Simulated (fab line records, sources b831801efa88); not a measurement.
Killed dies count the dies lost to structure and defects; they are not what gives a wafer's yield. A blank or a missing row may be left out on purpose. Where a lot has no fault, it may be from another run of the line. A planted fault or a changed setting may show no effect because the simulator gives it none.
fab line records | flow gf180mcu
[record] lots = 24 wafers = 72 last-day = 34
route steps=602 shown M1@316 M3@411 MIM@511 M5@533 TOP_METAL@570
lots untouched by any fault: they come from a run of this same line in which no faults occurred
start-h: start of the lot's first displayed wafer, in hours after the record's first day | wait-h: hours elapsed since this lot's preceding step | " repeats the value in the row above | L1.1+2: a row that stands for several wafers | - no value, or no start was given | * or withheld: withheld | < > ~ a bound
route shown NAME@n: NAME is a module with steps in the file, n the number in the route of the first one | usual: mean/standard deviation taken from wafers without a fault | same: alike in all rows | chamber/n: place in a boat | sites: readings site by site | _std_site: how widely they spread, as a standard deviation | _edge_site: inner sites' mean taken away from outer sites' mean | radius-mm: for every site, how far away it sits from the centre of the wafer | mask NAME#n: copy n | behind: tool/chamber where the wafer was last shaped | hold: what put the lot on hold/how long, in hours/how the hold closed | device: names the non-switching transistor (n, p or np) | end of line: at the end of the route, the tests of the same wafers | step lacking rows: just its recipe | killed: dies that structure and defects cost at the first sort, which is not the same as the wafer's yield | map: the dies of a wafer, with x for killed, . for not killed, _ for no die there
set.NAME: the run value of the setting; set.NAME@STEP: its run value at that earlier step | model.NAME: the simulator's own value behind a step, which no gauge read
steps of the route over a sample of lots; a table a step, a row a wafer
services: a tool's chamber out of use, with start hour (start-h, from the record's first day; less than 0 if before it), hours out, and reason
[[steps]]
[step GF_M1_SPUTTER_01]
[recipe] material = TiN target-thk-nm = 30 power-w = 6500 time-s = 25 chamber-pressure-pa = 0.4
[usual] throttle-valve-pct = 29.9/0.98
[same] time-s = 25
// columns lot.wafer tool chamber start-h wait-h throttle-valve-pct
L074.1 pvd-sputter-02 - 361.70 0.1 30.1
L074.4 " - " " 29.0
L074.6 " - " " 29.4
L075.1 pvd-sputter-01 - 366.78 0.1 29.9
L075.2 " - " " 30.6
L075.6 " - " " 28.7
L076.1 pvd-sputter-03 - 380.72 0.1 30.1
L076.2 " - " " 32.0
L076.4 " - " " 29.7
L077.2 pvd-sputter-02 - 391.76 0.1 29.0
L077.5 " - " " 28.6
L077.6 " - " " 29.4
L078.1 pvd-sputter-02 - 402.87 0.1 29.4
L078.2 " - " " 28.8
L078.3 " - " " 29.8
L079.2 pvd-sputter-03 - 408.70 0.1 31.2
L079.4 " - " " 31.6
L079.5 " - " " 29.8
L081.1 pvd-sputter-02 - 427.79 0.1 28.9
L081.2 " - " " 29.6
L081.3 " - " " 28.9
L080.1 pvd-sputter-03 - 429.09 0.1 30.0
L080.4 " - " " 31.5
L080.6 " - " " 31.6
L082.2 pvd-sputter-02 - 438.95 0.1 28.9
L082.4 " - " " 28.7
L082.5 " - " " 29.1
L083.2 pvd-sputter-03 - 445.69 0.1 31.6
L083.3 " - " " 29.9
L083.4 " - " " 31.7
L084.1 pvd-sputter-01 - 457.16 0.1 30.4
L084.2 " - " " 29.4
L084.4 " - " " 29.4
L085.2 pvd-sputter-01 - 463.69 0.1 30.5
L085.3 " - " " 30.0
L085.5 " - " " 30.6
L086.3 pvd-sputter-03 - 470.76 0.1 29.8
L086.5 " - " " 31.9
L086.6 " - " " 29.7
L087.3 pvd-sputter-03 - 484.11 0.1 31.2
L087.4 " - " " 31.7
L087.6 " - " " 29.7
L088.2 pvd-sputter-03 - 487.76 0.1 31.4
L088.4 " - " " 29.9
L088.5 " - " " 30.0
L089.1 pvd-sputter-02 - 497.71 0.1 28.7
L089.4 " - " " 28.8
L089.5 " - " " 30.2
L090.1 pvd-sputter-01 - 505.41 0.1 30.5
L090.4 " - " " 29.3
L090.6 " - " " 29.1
L091.2 pvd-sputter-03 - 512.25 0.1 30.1
L091.3 " - " " 31.9
L091.6 " - " " 31.4
L092.2 pvd-sputter-02 - 518.70 0.1 28.9
L092.5 " - " " 28.4
L092.6 " - " " 28.9
L093.2 pvd-sputter-01 - 525.63 0.1 30.5
L093.3 " - " " 28.5
L093.4 " - " " 29.4
L094.4 pvd-sputter-02 - 535.45 0.1 29.0
L094.5 " - " " 28.8
L094.6 " - " " 30.3
L095.1 pvd-sputter-03 - 546.84 0.1 31.2
L095.5 " - " " 31.2
L095.6 " - " " 29.7
L096.2 pvd-sputter-01 - 553.29 0.1 30.2
L096.3 " - " " 28.8
L096.5 " - " " 30.8
L097.1 pvd-sputter-02 - 558.20 0.1 28.5
L097.5 " - " " 30.2
L097.6 " - " " 29.1
[step GF_M3_SPUTTER_02]
[recipe] material = AlCu target-thk-nm = 450 power-w = 10600 time-s = 23.9 chamber-pressure-pa = 0.4
[usual] throttle-valve-pct = 29.5/0.79
[same] time-s = 23.9
// columns lot.wafer tool chamber start-h wait-h throttle-valve-pct
L074.1 pvd-sputter-02 - 461.97 0.0 28.6
L074.4 " - " " 29.9
L074.6 " - " " 28.8
L075.1 pvd-sputter-02 - 467.07 0.0 30.4
L075.2 " - " " 28.8
L075.6 " - " " 28.5
L076.1 pvd-sputter-02 - 482.84 0.0 28.8
L076.2 " - " " 29.8
L076.4 " - " " 29.5
L077.2 pvd-sputter-01 - 495.08 0.0 28.7
L077.5 " - " " 29.7
L077.6 " - " " 28.7
L078.1 pvd-sputter-02 - 505.59 0.0 28.8
L078.2 " - " " 29.7
L078.3 " - " " 28.9
L079.2 pvd-sputter-01 - 511.66 0.0 30.3
L079.4 " - " " 29.1
L079.5 " - " " 29.2
L081.1 pvd-sputter-01 - 529.03 0.0 28.5
L081.2 " - " " 29.5
L081.3 " - " " 29.5
L080.1 pvd-sputter-01 - 531.03 0.0 28.8
L080.4 " - " " 30.4
L080.6 " - " " 30.5
L082.2 pvd-sputter-01 - 540.28 0.0 28.6
L082.4 " - " " 28.8
L082.5 " - " " 29.3
L083.2 pvd-sputter-02 - 546.39 0.0 29.8
L083.3 " - " " 28.6
L083.4 " - " " 28.8
L084.1 pvd-sputter-03 - 558.35 0.0 29.7
L084.2 " - " " 29.9
L084.4 " - " " 32.1
L085.2 pvd-sputter-02 - 562.92 0.0 29.8
L085.3 " - " " 28.8
L085.5 " - " " 28.7
L086.3 pvd-sputter-02 - 569.03 0.0 28.7
L086.5 " - " " 29.5
L086.6 " - " " 28.9
L087.3 pvd-sputter-02 - 581.93 0.0 28.7
L087.4 " - " " 28.7
L087.6 " - " " 28.8
L088.2 pvd-sputter-01 - 585.16 0.0 30.2
L088.4 " - " " 28.7
L088.5 " - " " 28.8
L089.1 pvd-sputter-02 - 592.63 0.0 28.7
L089.4 " - " " 29.9
L089.5 " - " " 29.6
L090.1 pvd-sputter-01 - 601.69 0.0 29.4
L090.4 " - " " 30.5
L090.6 " - " " 29.7
L091.2 pvd-sputter-03 - 606.08 0.0 30.4
L091.3 " - " " 31.7
L091.6 " - " " 31.7
L092.2 pvd-sputter-02 - 612.62 0.0 28.8
L092.5 " - " " 29.7
L092.6 " - " " 28.5
L093.2 pvd-sputter-02 - 617.86 0.0 28.8
L093.3 " - " " 29.5
L093.4 " - " " 29.8
L094.4 pvd-sputter-02 - 627.76 0.0 30.1
L094.5 " - " " 30.0
L094.6 " - " " 29.1
L095.1 pvd-sputter-02 - 638.78 0.0 28.8
L095.5 " - " " 28.7
L095.6 " - " " 29.3
L096.2 pvd-sputter-02 - 643.38 0.0 29.6
L096.3 " - " " 30.1
L096.5 " - " " 28.9
L097.1 pvd-sputter-03 - 646.38 0.0 30.0
L097.5 " - " " 29.8
L097.6 " - " " 31.8
[step GF_MIM_SPUTTER_08]
[recipe] material = AlCu target-thk-nm = 200 power-w = 10600 time-s = 10.6 chamber-pressure-pa = 0.4
[usual] throttle-valve-pct = 30.1/0.95
[same] time-s = 10.6
// columns lot.wafer tool chamber start-h wait-h throttle-valve-pct
L074.1 pvd-sputter-03 - 561.24 0.0 29.6
L074.4 " - " " 31.8
L074.6 " - " " 30.0
L075.1 pvd-sputter-03 - 565.30 0.0 31.6
L075.2 " - " " 30.0
L075.6 " - " " 30.2
L076.1 pvd-sputter-03 - 579.04 0.0 30.0
L076.2 " - " " 31.5
L076.4 " - " " 29.9
L077.2 pvd-sputter-01 - 590.55 0.0 29.8
L077.5 " - " " 30.4
L077.6 " - " " 28.7
L078.1 pvd-sputter-03 - 600.67 0.0 29.7
L078.2 " - " " 31.7
L078.3 " - " " 30.2
L079.2 pvd-sputter-02 - 605.70 0.0 29.6
L079.4 " - " " 29.0
L079.5 " - " " 28.8
L081.1 pvd-sputter-02 - 622.03 0.0 29.9
L081.2 " - " " 29.0
L081.3 " - " " 28.8
L080.1 pvd-sputter-02 - 625.31 0.0 28.4
L080.4 " - " " 30.1
L080.6 " - " " 28.8
L082.2 pvd-sputter-03 - 633.14 0.0 29.7
L082.4 " - " " 30.3
L082.5 " - " " 29.8
L083.2 pvd-sputter-02 - 636.68 0.0 28.7
L083.3 " - " " 29.5
L083.4 " - " " 30.0
L084.1 pvd-sputter-03 - 648.47 0.0 31.7
L084.2 " - " " 31.8
L084.4 " - " " 29.9
L085.2 pvd-sputter-02 - 652.20 0.0 28.7
L085.3 " - " " 28.7
L085.5 " - " " 29.5
L086.3 pvd-sputter-01 - 657.16 0.0 30.5
L086.5 " - " " 29.9
L086.6 " - " " 29.3
L087.3 pvd-sputter-01 - 669.66 0.0 29.9
L087.4 " - " " 30.6
L087.6 " - " " 29.6
L088.2 pvd-sputter-02 - 673.63 0.0 29.8
L088.4 " - " " 29.6
L088.5 " - " " 29.8
L089.1 pvd-sputter-01 - 679.10 0.0 30.0
L089.4 " - " " 28.5
L089.5 " - " " 30.5
L090.1 pvd-sputter-01 - 688.45 0.0 28.6
L090.4 " - " " 29.6
L090.6 " - " " 29.3
L091.2 pvd-sputter-03 - 690.81 0.0 30.6
L091.3 " - " " 31.7
L091.6 " - " " 30.2
L092.2 pvd-sputter-03 - 698.32 0.0 31.5
L092.5 " - " " 31.8
L092.6 " - " " 29.7
L093.2 pvd-sputter-03 - 703.02 0.0 29.9
L093.3 " - " " 31.9
L093.4 " - " " 30.1
L094.4 pvd-sputter-01 - 711.36 0.0 30.0
L094.5 " - " " 29.4
L094.6 " - " " 30.4
L095.1 pvd-sputter-03 - 720.68 0.0 31.6
L095.5 " - " " 30.2
L095.6 " - " " 31.9
L096.2 pvd-sputter-01 - 724.46 0.0 29.6
L096.3 " - " " 29.4
L096.5 " - " " 29.6
L097.1 pvd-sputter-03 - 727.70 0.0 31.7
L097.5 " - " " 31.2
L097.6 " - " " 30.0
[step GF_MIM_SPUTTER_09]
[recipe] material = TiN target-thk-nm = 35 power-w = 6500 time-s = 29.2 chamber-pressure-pa = 0.4
[usual] throttle-valve-pct = 30.1/0.97
[same] time-s = 29.2
// columns lot.wafer tool chamber start-h wait-h throttle-valve-pct
L074.1 pvd-sputter-03 - 561.26 0.0 29.7
L074.4 " - " " 31.7
L074.6 " - " " 29.7
L075.1 pvd-sputter-03 - 565.32 0.0 31.9
L075.2 " - " " 29.8
L075.6 " - " " 30.3
L076.1 pvd-sputter-03 - 579.07 0.0 30.3
L076.2 " - " " 31.6
L076.4 " - " " 29.7
L077.2 pvd-sputter-01 - 590.58 0.0 30.1
L077.5 " - " " 30.5
L077.6 " - " " 28.9
L078.1 pvd-sputter-03 - 600.69 0.0 29.8
L078.2 " - " " 31.6
L078.3 " - " " 30.1
L079.2 pvd-sputter-02 - 605.73 0.0 29.3
L079.4 " - " " 29.1
L079.5 " - " " 28.8
L081.1 pvd-sputter-02 - 622.05 0.0 29.8
L081.2 " - " " 28.8
L081.3 " - " " 28.7
L080.1 pvd-sputter-02 - 625.33 0.0 28.8
L080.4 " - " " 30.0
L080.6 " - " " 29.0
L082.2 pvd-sputter-03 - 633.16 0.0 30.0
L082.4 " - " " 30.2
L082.5 " - " " 29.7
L083.2 pvd-sputter-02 - 636.71 0.0 28.8
L083.3 " - " " 29.7
L083.4 " - " " 30.0
L084.1 pvd-sputter-03 - 648.49 0.0 31.5
L084.2 " - " " 31.7
L084.4 " - " " 29.9
L085.2 pvd-sputter-02 - 652.23 0.0 29.0
L085.3 " - " " 28.8
L085.5 " - " " 29.5
L086.3 pvd-sputter-01 - 657.18 0.0 30.5
L086.5 " - " " 29.7
L086.6 " - " " 29.1
L087.3 pvd-sputter-01 - 669.68 0.0 29.5
L087.4 " - " " 30.7
L087.6 " - " " 29.8
L088.2 pvd-sputter-02 - 673.66 0.0 29.8
L088.4 " - " " 29.5
L088.5 " - " " 29.4
L089.1 pvd-sputter-01 - 679.13 0.0 29.6
L089.4 " - " " 28.8
L089.5 " - " " 30.6
L090.1 pvd-sputter-01 - 688.47 0.0 28.7
L090.4 " - " " 29.2
L090.6 " - " " 29.7
L091.2 pvd-sputter-03 - 690.83 0.0 29.9
L091.3 " - " " 32.0
L091.6 " - " " 30.2
L092.2 pvd-sputter-03 - 698.34 0.0 31.6
L092.5 " - " " 31.7
L092.6 " - " " 29.8
L093.2 pvd-sputter-03 - 703.04 0.0 30.0
L093.3 " - " " 32.1
L093.4 " - " " 30.1
L094.4 pvd-sputter-01 - 711.38 0.0 29.6
L094.5 " - " " 29.4
L094.6 " - " " 30.8
L095.1 pvd-sputter-03 - 720.71 0.0 31.7
L095.5 " - " " 30.4
L095.6 " - " " 31.5
L096.2 pvd-sputter-01 - 724.48 0.0 29.8
L096.3 " - " " 29.0
L096.5 " - " " 29.9
L097.1 pvd-sputter-03 - 727.72 0.0 31.9
L097.5 " - " " 31.5
L097.6 " - " " 29.8
[step GF_M5_CD_MEAS_07]
[recipe] target-cd-nm = 280
[usual] cd-nm = 279.6/0.96
// columns lot.wafer tool chamber start-h wait-h cd-nm
L074.1 cd-sem-01 - 604.94 0.1 280.2
L074.4 " - " " 278.7
L074.6 " - " " 279.1
L075.1 cd-sem-02 - 608.94 0.1 278.8
L075.2 " - " " 278.6
L075.6 " - " " 278.0
L076.1 cd-sem-02 - 621.99 0.1 280.6
L076.2 " - " " 279.4
L076.4 " - " " 279.6
L077.2 cd-sem-02 - 632.76 0.1 278.4
L077.5 " - " " 279.2
L077.6 " - " " 279.8
L078.1 cd-sem-01 - 641.69 0.1 278.5
L078.2 " - " " 279.1
L078.3 " - " " 279.6
L079.2 cd-sem-01 - 646.81 0.1 279.6
L079.4 " - " " 280.9
L079.5 " - " " 279.5
L081.1 cd-sem-02 - 661.83 0.1 279.2
L081.2 " - " " 278.5
L081.3 " - " " 278.5
L080.1 cd-sem-02 - 664.05 0.1 279.2
L080.4 " - " " 279.5
L080.6 " - " " 279.1
L082.2 cd-sem-02 - 673.00 0.1 279.2
L082.4 " - " " 278.5
L082.5 " - " " 279.7
L083.2 cd-sem-01 - 676.66 0.1 279.4
L083.3 " - " " 278.2
L083.4 " - " " 279.4
L084.1 cd-sem-02 - 687.03 0.1 279.6
L084.2 " - " " 278.5
L084.4 " - " " 279.6
L085.2 cd-sem-01 - 691.00 0.1 281.2
L085.3 " - " " 280.8
L085.5 " - " " 282.0
L086.3 cd-sem-02 - 696.38 0.1 280.4
L086.5 " - " " 279.6
L086.6 " - " " 279.6
L087.3 cd-sem-01 - 706.07 0.2 281.1
L087.4 " - " " 280.5
L087.6 " - " " 279.4
L088.2 cd-sem-01 - 711.32 0.1 281.5
L088.4 " - " " 280.4
L088.5 " - " " 282.3
L089.1 cd-sem-01 - 715.98 0.1 280.0
L089.4 " - " " 278.7
L089.5 " - " " 279.0
L090.1 cd-sem-02 - 724.88 0.1 277.7
L090.4 " - " " 278.8
L090.6 " - " " 279.7
L091.2 cd-sem-02 - 728.06 0.1 280.7
L091.3 " - " " 280.4
L091.6 " - " " 279.7
L092.2 cd-sem-02 - 734.56 0.1 279.8
L092.5 " - " " 279.8
L092.6 " - " " 281.6
L093.2 cd-sem-02 - 739.25 0.1 279.4
L093.3 " - " " 279.4
L093.4 " - " " 279.2
L094.4 cd-sem-02 - 746.31 0.1 280.1
L094.5 " - " " 281.3
L094.6 " - " " 280.7
L095.1 cd-sem-02 - 755.25 0.1 280.9
L095.5 " - " " 280.6
L095.6 " - " " 279.8
L096.2 cd-sem-02 - 759.07 0.1 279.0
L096.3 " - " " 277.9
L096.5 " - " " 278.2
L097.1 cd-sem-01 - 761.28 0.1 277.3
L097.5 " - " " 278.8
L097.6 " - " " 277.3
[step GF_TOP_METAL_SPUTTER_03]
[recipe] material = Ti target-thk-nm = 5 substrate-temp-c = 300 chamber-pressure-pa = 0.3 power-w = 3000 time-s = 3.3
[usual] substrate-temp-c = 300.01/0.2 throttle-valve-pct = 29.6/0.83
[same] time-s = 3.3
// columns lot.wafer tool chamber start-h wait-h substrate-temp-c throttle-valve-pct
L074.1 pvd-sputter-04 - 629.02 0.0 299.87 28.9
L074.4 " - " " 300.13 31.3
L074.6 " - " " 300.20 29.1
L075.1 pvd-sputter-01 - 632.49 0.0 299.82 28.6
L075.2 " - " " 300.07 30.0
L075.6 " - " " 299.88 28.8
L076.1 pvd-sputter-01 - 645.52 0.0 299.72 28.7
L076.2 " - " " 300.24 29.6
L076.4 " - " " 299.71 30.2
L077.2 pvd-sputter-02 - 655.88 0.0 300.09 28.8
L077.5 " - " " 300.10 30.1
L077.6 " - " " 299.99 29.0
L078.1 pvd-sputter-02 - 664.84 0.0 300.44 28.9
L078.2 " - " " 300.20 28.7
L078.3 " - " " 299.63 29.9
L079.2 pvd-sputter-04 - 669.52 0.0 300.46 31.2
L079.4 " - " " 300.28 29.4
L079.5 " - " " 300.36 31.5
L081.1 pvd-sputter-01 - 684.34 0.0 299.92 30.4
L081.2 " - " " 300.00 29.8
L081.3 " - " " 300.04 29.4
L080.1 pvd-sputter-04 - 686.17 0.0 300.16 31.3
L080.4 " - " " 299.93 29.3
L080.6 " - " " 299.71 29.3
L082.2 pvd-sputter-02 - 694.96 0.0 299.97 29.4
L082.4 " - " " 300.23 28.9
L082.5 " - " " 300.10 28.9
L083.2 pvd-sputter-02 - 698.56 0.0 300.05 29.5
L083.3 " - " " 299.69 30.0
L083.4 " - " " 299.84 28.8
L084.1 pvd-sputter-01 - 708.53 0.0 299.96 29.9
L084.2 " - " " 299.73 30.4
L084.4 " - " " 299.80 28.7
L085.2 pvd-sputter-01 - 712.59 0.0 300.04 30.6
L085.3 " - " " 300.22 28.6
L085.5 " - " " 300.26 28.7
L086.3 pvd-sputter-02 - 717.54 0.0 300.11 30.0
L086.5 " - " " 300.35 29.8
L086.6 " - " " 299.96 29.0
L087.3 pvd-sputter-02 - 727.20 0.0 299.89 30.1
L087.4 " - " " 299.93 28.7
L087.6 " - " " 299.98 28.4
L088.2 pvd-sputter-02 - 732.49 0.0 300.27 28.7
L088.4 " - " " 300.11 30.0
L088.5 " - " " 299.91 29.9
L089.1 pvd-sputter-01 - 736.94 0.0 299.85 29.8
L089.4 " - " " 300.08 29.4
L089.5 " - " " 300.12 28.9
L090.1 pvd-sputter-04 - 745.54 0.0 300.16 31.6
L090.4 " - " " 299.61 29.1
L090.6 " - " " 300.07 31.4
L091.2 pvd-sputter-01 - 748.32 0.0 299.85 30.4
L091.3 " - " " 300.14 29.8
L091.6 " - " " 299.63 30.6
L092.2 pvd-sputter-04 - 754.64 0.0 299.96 29.5
L092.5 " - " " 299.78 29.4
L092.6 " - " " 300.26 31.4
L093.2 pvd-sputter-02 - 759.16 0.0 300.07 28.9
L093.3 " - " " 300.37 29.9
L093.4 " - " " 299.95 29.3
L094.4 pvd-sputter-04 - 765.55 0.0 299.91 29.3
L094.5 " - " " 299.95 31.4
L094.6 " - " " 299.83 29.4
L095.1 pvd-sputter-01 - 775.12 0.0 300.29 29.2
L095.5 " - " " 299.84 28.6
L095.6 " - " " 300.04 29.4
L096.2 pvd-sputter-02 - 778.54 0.0 299.87 30.0
L096.3 " - " " 299.85 28.8
L096.5 " - " " 300.34 29.8
L097.1 pvd-sputter-04 - 780.02 0.0 299.82 31.2
L097.5 " - " " 299.96 29.3
L097.6 " - " " 300.37 29.1
[[services]]
// columns tool chamber start-h hours kind
pvd-sputter-04 - 363.15 1.3 repair
pvd-sputter-04 - 391.14 3.2 repair
pvd-sputter-02 3 391.88 - consumable-replace:kit
pvd-sputter-02 3 391.88 18.0 scheduled-down
pvd-sputter-02 3 391.88 18.0 vent-cycle
pvd-sputter-03 - 429.35 4.6 repair
pvd-sputter-04 - 432.54 1.5 repair
pvd-sputter-03 - 448.47 5.8 repair
pvd-sputter-01 - 449.63 1.9 repair
pvd-sputter-04 - 485.20 1.0 repair
pvd-sputter-03 - 489.49 5.9 repair
pvd-sputter-01 - 496.08 0.5 repair
pvd-sputter-02 2 505.68 - consumable-replace:kit
pvd-sputter-02 2 505.68 18.0 scheduled-down
pvd-sputter-02 2 505.68 18.0 vent-cycle
pvd-sputter-04 - 546.24 2.9 repair
pvd-sputter-02 - 599.30 5.0 repair
pvd-sputter-02 1 673.69 - consumable-replace:kit
pvd-sputter-03 - 679.11 7.1 repair
pvd-sputter-03 - 688.03 0.5 repair
pvd-sputter-04 - 692.27 2.2 repair
pvd-sputter-04 - 716.32 1.1 repair
pvd-sputter-03 - 760.81 0.6 repair
pvd-sputter-02 - 762.36 4.0 repair
[[key]]
fault none
